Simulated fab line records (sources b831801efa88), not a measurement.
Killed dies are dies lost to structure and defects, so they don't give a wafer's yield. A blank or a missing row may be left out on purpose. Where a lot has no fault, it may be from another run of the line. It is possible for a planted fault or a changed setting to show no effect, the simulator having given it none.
Which tool was responsible? || flow sky130 || 11 lots, 33 wafers sampled, at 6 steps of a route of 708

## WHAT EACH GAUGE READ, for each wafer
SKY_POLY_GATE_OVL_MEAS_14.
{"lot": "L886", "measured": "day 16 12:46", "on": "overlay-01", "POLY_GATE_OVL (nm)": "2 5 7"}
{"lot": "L888", "measured": "day 18 09:03", "on": "overlay-01", "POLY_GATE_OVL (nm)": "7 8 0"}
{"lot": "L890", "measured": "day 19 04:36", "on": "overlay-01", "POLY_GATE_OVL (nm)": "1 -1 -9"}
{"lot": "L892", "measured": "day 19 08:45", "on": "overlay-02", "POLY_GATE_OVL (nm)": "-4 -11 -11"}
{"lot": "L893", "measured": "day 19 16:37", "on": "overlay-02", "POLY_GATE_OVL (nm)": "3 17 16"}
{"lot": "L898", "measured": "day 21 09:03", "on": "overlay-02", "POLY_GATE_OVL (nm)": "-2 2 1"}
{"lot": "L899", "measured": "day 21 17:52", "on": "overlay-02", "POLY_GATE_OVL (nm)": "9 -3 5"}
{"lot": "L901", "measured": "day 22 02:04", "on": "overlay-02", "POLY_GATE_OVL (nm)": "-1 4 8"}
{"lot": "L903", "measured": "day 23 16:16", "on": "overlay-01", "POLY_GATE_OVL (nm)": "1 1 2"}
{"lot": "L904", "measured": "day 24 02:19", "on": "overlay-02", "POLY_GATE_OVL (nm)": "-2 -3 3"}
{"lot": "L906", "measured": "day 24 04:18", "on": "overlay-02", "POLY_GATE_OVL (nm)": "6 8 7"}

SKY_LDD_HVP_OVL_MEAS_07.
{"lot": "L886", "measured": "day 21 19:38", "on": "overlay-02", "LDD_HVP_OVL (nm)": "-0.7 0.5 -0.2"}
{"lot": "L888", "measured": "day 23 15:23", "on": "overlay-02", "LDD_HVP_OVL (nm)": "1.7 -0.3 0.6"}
{"lot": "L890", "measured": "day 24 10:41", "on": "overlay-01", "LDD_HVP_OVL (nm)": "-1.1 0.3 -0.1"}
{"lot": "L892", "measured": "day 24 13:02", "on": "overlay-01", "LDD_HVP_OVL (nm)": "0.5 -1.5 0.9"}
{"lot": "L893", "measured": "day 24 20:56", "on": "overlay-01", "LDD_HVP_OVL (nm)": "0.5 -1.6 -0.1"}
{"lot": "L898", "measured": "day 26 11:08", "on": "overlay-02", "LDD_HVP_OVL (nm)": "1.9 0.1 1.4"}
{"lot": "L899", "measured": "day 26 22:33", "on": "overlay-02", "LDD_HVP_OVL (nm)": "-0.3 1.0 1.2"}
{"lot": "L901", "measured": "day 27 02:53", "on": "overlay-01", "LDD_HVP_OVL (nm)": "1.6 3.7 2.5"}
{"lot": "L903", "measured": "day 28 16:00", "on": "overlay-01", "LDD_HVP_OVL (nm)": "2.0 0.9 1.4"}
{"lot": "L904", "measured": "day 29 02:26", "on": "overlay-02", "LDD_HVP_OVL (nm)": "0.0 0.5 0.1"}
{"lot": "L906", "measured": "day 29 04:02", "on": "overlay-02", "LDD_HVP_OVL (nm)": "-1.2 0.7 0.9"}

SKY_SD_N_TW_MEAS_12.
{"lot": "L886", "measured": "day 28 18:43", "on": "film-metro-01", "SD_N_TW": "4038 4047 4046"}
{"lot": "L888", "measured": "day 29 20:00", "on": "film-metro-02", "SD_N_TW": "3988 3984 3981"}
{"lot": "L890", "measured": "day 30 16:15", "on": "film-metro-02", "SD_N_TW": "3964 3984 3957"}
{"lot": "L892", "measured": "day 30 18:00", "on": "film-metro-01", "SD_N_TW": "4015 3989 3988"}
{"lot": "L893", "measured": "day 30 22:31", "on": "film-metro-03", "SD_N_TW": "3989 3982 3985"}
{"lot": "L898", "measured": "day 32 12:15", "on": "film-metro-01", "SD_N_TW": "3853 3895 3865 3870 3877 3866"}
{"lot": "L899", "measured": "day 32 20:40", "on": "film-metro-01", "SD_N_TW": "3983 3998 4009"}
{"lot": "L901", "measured": "day 33 03:28", "on": "film-metro-03", "SD_N_TW": "3831 3848 3825 3834 3822 3836"}
{"lot": "L903", "measured": "day 34 11:39", "on": "film-metro-01", "SD_N_TW": "4026 4016 4031"}
{"lot": "L904", "measured": "day 34 19:50", "on": "film-metro-01", "SD_N_TW": "4034 4025 4059"}
{"lot": "L906", "measured": "day 35 00:09", "on": "film-metro-02", "SD_N_TW": "3958 3975 3978"}

SKY_SD_N_RS_MEAS_16: measurement is done with a four-point probe.
{"lot": "L886", "measured": "day 28 19:01", "on": "film-metro-02", "SD_N_RS (ohm/sq)": "68.51 68.49 68.40"}
{"lot": "L888", "measured": "day 29 20:17", "on": "film-metro-03", "SD_N_RS (ohm/sq)": "68.49 68.57 68.34"}
{"lot": "L890", "measured": "day 30 16:32", "on": "film-metro-03", "SD_N_RS (ohm/sq)": "68.60 68.56 68.50"}
{"lot": "L892", "measured": "day 30 18:17", "on": "film-metro-03", "SD_N_RS (ohm/sq)": "68.53 68.55 68.46"}
{"lot": "L893", "measured": "day 30 22:49", "on": "film-metro-02", "SD_N_RS (ohm/sq)": "68.72 68.47 68.65"}
{"lot": "L898", "measured": "day 32 14:49", "on": "film-metro-03", "SD_N_RS (ohm/sq)": "81.32 81.45 81.19 81.30 81.15 81.31"}
{"lot": "L899", "measured": "day 32 20:58", "on": "film-metro-03", "SD_N_RS (ohm/sq)": "68.33 68.61 68.46"}
{"lot": "L901", "measured": "day 33 06:08", "on": "film-metro-02", "SD_N_RS (ohm/sq)": "81.55 81.46 81.95 81.56 81.59 81.92"}
{"lot": "L903", "measured": "day 34 11:58", "on": "film-metro-03", "SD_N_RS (ohm/sq)": "68.41 68.48 68.33"}
{"lot": "L904", "measured": "day 34 20:08", "on": "film-metro-03", "SD_N_RS (ohm/sq)": "68.51 68.49 68.47"}
{"lot": "L906", "measured": "day 35 00:26", "on": "film-metro-03", "SD_N_RS (ohm/sq)": "68.56 68.51 68.33"}

## WHICH TOOL RAN EACH LOT (tool, then ch and the chambers of the sampled wafers, then the start)
{"lot": "L886", "SKY_SD_N_IMPLANT_09": "implanter-04 ch 0, day 28 18:21", "SKY_SD_N_STRIP_11": "plasma-asher-01 ch 0,1, day 28 18:38"}
{"lot": "L888", "SKY_SD_N_IMPLANT_09": "implanter-03 ch 0, day 29 19:36", "SKY_SD_N_STRIP_11": "plasma-asher-03 ch 0, day 29 19:54"}
{"lot": "L890", "SKY_SD_N_IMPLANT_09": "implanter-04 ch 0, day 30 15:51", "SKY_SD_N_STRIP_11": "plasma-asher-02 ch 0,1, day 30 16:09"}
{"lot": "L892", "SKY_SD_N_IMPLANT_09": "implanter-04 ch 0, day 30 17:36", "SKY_SD_N_STRIP_11": "plasma-asher-03 ch 0,1, day 30 17:54"}
{"lot": "L893", "SKY_SD_N_IMPLANT_09": "implanter-01 ch 0, day 30 22:08", "SKY_SD_N_STRIP_11": "plasma-asher-03 ch 0,1, day 30 22:24"}
{"lot": "L898", "SKY_SD_N_IMPLANT_09": "implanter-04 ch 0, day 32 11:51", "SKY_SD_N_STRIP_11": "plasma-asher-03 ch 0,1, day 32 12:09"}
{"lot": "L899", "SKY_SD_N_IMPLANT_09": "implanter-03 ch 0, day 32 20:16", "SKY_SD_N_STRIP_11": "plasma-asher-02 ch 0,1, day 32 20:32"}
{"lot": "L901", "SKY_SD_N_IMPLANT_09": "implanter-04 ch 0, day 33 03:07", "SKY_SD_N_STRIP_11": "plasma-asher-02 ch 0,1, day 33 03:22"}
{"lot": "L903", "SKY_SD_N_IMPLANT_09": "implanter-03 ch 0, day 34 11:17", "SKY_SD_N_STRIP_11": "plasma-asher-02 ch 0,1, day 34 11:34"}
{"lot": "L904", "SKY_SD_N_IMPLANT_09": "implanter-01 ch 0, day 34 19:28", "SKY_SD_N_STRIP_11": "plasma-asher-02 ch 0,1, day 34 19:44"}
{"lot": "L906", "SKY_SD_N_IMPLANT_09": "implanter-03 ch 0, day 34 23:45", "SKY_SD_N_STRIP_11": "plasma-asher-02 ch 0,1, day 35 00:03"}
- SKY_SD_N_IMPLANT_09
- SKY_SD_N_STRIP_11: strips in O2/N2.

## WHAT THE TOOLS THEMSELVES READ (means of the sampled wafers that have a number; where no wafer has one, the mark that the record gives instead)
SKY_SD_N_IMPLANT_09.
{"lot": "L886", "tool": "implanter-04", "beam-on-s (s)": 19.2, "dose-ions-cm2": 3.996e+15, "faraday-current-uA": 11439}
{"lot": "L888", "tool": "implanter-03", "beam-on-s (s)": 18.6, "dose-ions-cm2": 4.001e+15, "faraday-current-uA": 11755}
{"lot": "L890", "tool": "implanter-04", "beam-on-s (s)": 19.3, "dose-ions-cm2": 3.997e+15, "faraday-current-uA": 11298}
{"lot": "L892", "tool": "implanter-04", "beam-on-s (s)": 19.0, "dose-ions-cm2": 3.993e+15, "faraday-current-uA": 11602}
{"lot": "L893", "tool": "implanter-01", "beam-on-s (s)": 17.1, "dose-ions-cm2": 4.000e+15, "faraday-current-uA": 12795}
{"lot": "L898", "tool": "implanter-04", "beam-on-s (s)": 10.1, "dose-ions-cm2": 1.764e+15, "faraday-current-uA": 9521}
{"lot": "L899", "tool": "implanter-03", "beam-on-s (s)": 18.3, "dose-ions-cm2": 4.005e+15, "faraday-current-uA": 11982}
{"lot": "L901", "tool": "implanter-04", "beam-on-s (s)": 9.9, "dose-ions-cm2": 1.759e+15, "faraday-current-uA": 9724}
{"lot": "L903", "tool": "implanter-03", "beam-on-s (s)": 18.1, "dose-ions-cm2": 3.999e+15, "faraday-current-uA": 12124}
{"lot": "L904", "tool": "implanter-01", "beam-on-s (s)": 17.0, "dose-ions-cm2": 4.002e+15, "faraday-current-uA": 12781}
{"lot": "L906", "tool": "implanter-03", "beam-on-s (s)": 18.3, "dose-ions-cm2": 4.000e+15, "faraday-current-uA": 11951}

SKY_SD_N_STRIP_11.
{"lot": "L886", "tool": "plasma-asher-01", "drypump-motor-current-A (A)": 5.7, "n2-flow-sccm (sccm)": 300.3, "oes-product-au (a.u.)": 0.530, "strip-time-to-endpoint-s (s)": 22.60}
{"lot": "L888", "tool": "plasma-asher-03", "drypump-motor-current-A (A)": 6.2, "n2-flow-sccm (sccm)": 300.8, "oes-product-au (a.u.)": 0.528, "strip-time-to-endpoint-s (s)": 22.52}
{"lot": "L890", "tool": "plasma-asher-02", "drypump-motor-current-A (A)": 5.4, "n2-flow-sccm (sccm)": 301.1, "oes-product-au (a.u.)": 0.526, "strip-time-to-endpoint-s (s)": 22.58}
{"lot": "L892", "tool": "plasma-asher-03", "drypump-motor-current-A (A)": 6.1, "n2-flow-sccm (sccm)": 298.5, "oes-product-au (a.u.)": 0.529, "strip-time-to-endpoint-s (s)": 22.52}
{"lot": "L893", "tool": "plasma-asher-03", "drypump-motor-current-A (A)": 6.1, "n2-flow-sccm (sccm)": 299.2, "oes-product-au (a.u.)": 0.531, "strip-time-to-endpoint-s (s)": 22.55}
{"lot": "L898", "tool": "plasma-asher-03", "drypump-motor-current-A (A)": 5.9, "n2-flow-sccm (sccm)": 300.9, "oes-product-au (a.u.)": 0.569, "strip-time-to-endpoint-s (s)": 19.71}
{"lot": "L899", "tool": "plasma-asher-02", "drypump-motor-current-A (A)": 5.6, "n2-flow-sccm (sccm)": 300.1, "oes-product-au (a.u.)": 0.526, "strip-time-to-endpoint-s (s)": 22.49}
{"lot": "L901", "tool": "plasma-asher-02", "drypump-motor-current-A (A)": 5.6, "n2-flow-sccm (sccm)": 300.2, "oes-product-au (a.u.)": 0.567, "strip-time-to-endpoint-s (s)": 19.71}
{"lot": "L903", "tool": "plasma-asher-02", "drypump-motor-current-A (A)": 5.4, "n2-flow-sccm (sccm)": 300.2, "oes-product-au (a.u.)": 0.526, "strip-time-to-endpoint-s (s)": 22.62}
{"lot": "L904", "tool": "plasma-asher-02", "drypump-motor-current-A (A)": 5.7, "n2-flow-sccm (sccm)": 300.5, "oes-product-au (a.u.)": 0.522, "strip-time-to-endpoint-s (s)": 22.53}
{"lot": "L906", "tool": "plasma-asher-02", "drypump-motor-current-A (A)": 5.3, "n2-flow-sccm (sccm)": 300.1, "oes-product-au (a.u.)": 0.528, "strip-time-to-endpoint-s (s)": 22.56}

## THE ANSWER, worked out from the rows above alone
Rule: what is usual is taken from the lots themselves. The widest of any qualifying gaps counts: lots, ordered by their means at a reading, are off when they make up no more than a third of the lots, leave a main group of 4 or more, and stand apart from it by 3 or more times the standard deviation of that group's means. If all means in a main group match to the digits the tables above print for the reading, that group is not used. A lot without any number at a reading at which 4 lots or more have one is off too. All remaining lots with rows at the step are treated as sound. Order of review: gauges by route order, followed by the tools' own readings, for which a lot's mean as printed above is used. At the first step where some lot is off, the reading lying furthest off is the one used; lots without a number count as furthest.
Off: L898, L901, at SKY_SD_N_TW_MEAS_12 (SD_N_TW). Mean 4001 and standard deviation 27 in the main group.
A tool fits if, at a process step before that reading, it ran every lot that is off, and no sound lot after the first of them. Not tried: the gauges at SKY_SD_N_TW_MEAS_12; whatever is off there is also off at SKY_SD_N_IMPLANT_09, on other tools, and gauge error can't account for it. One fits: implanter-04 at SKY_SD_N_IMPLANT_09. A fault onset in the window from L892 (day 30 17:36, its last sound lot) to L898 (day 32 11:51, its first lot off) fits.
The tool's own readings at SKY_SD_N_IMPLANT_09 bear it out: on the lots that are off they differ by more than 5 times the standard deviation of the sound lots' means. beam-on-s reads 10.0 s there against 18.3 s on the sound lots; dose-ions-cm2 reads 1.762e+15 there against 3.999e+15 on the sound lots.

## WHAT THE SIMULATOR HAD PUT IN
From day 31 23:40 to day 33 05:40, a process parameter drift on implanter-04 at SKY_SD_N_IMPLANT_09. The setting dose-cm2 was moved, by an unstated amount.
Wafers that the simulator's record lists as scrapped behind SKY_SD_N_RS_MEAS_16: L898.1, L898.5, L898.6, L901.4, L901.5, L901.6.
Shown lots that were struck: L898, L901. The rule above found the same.
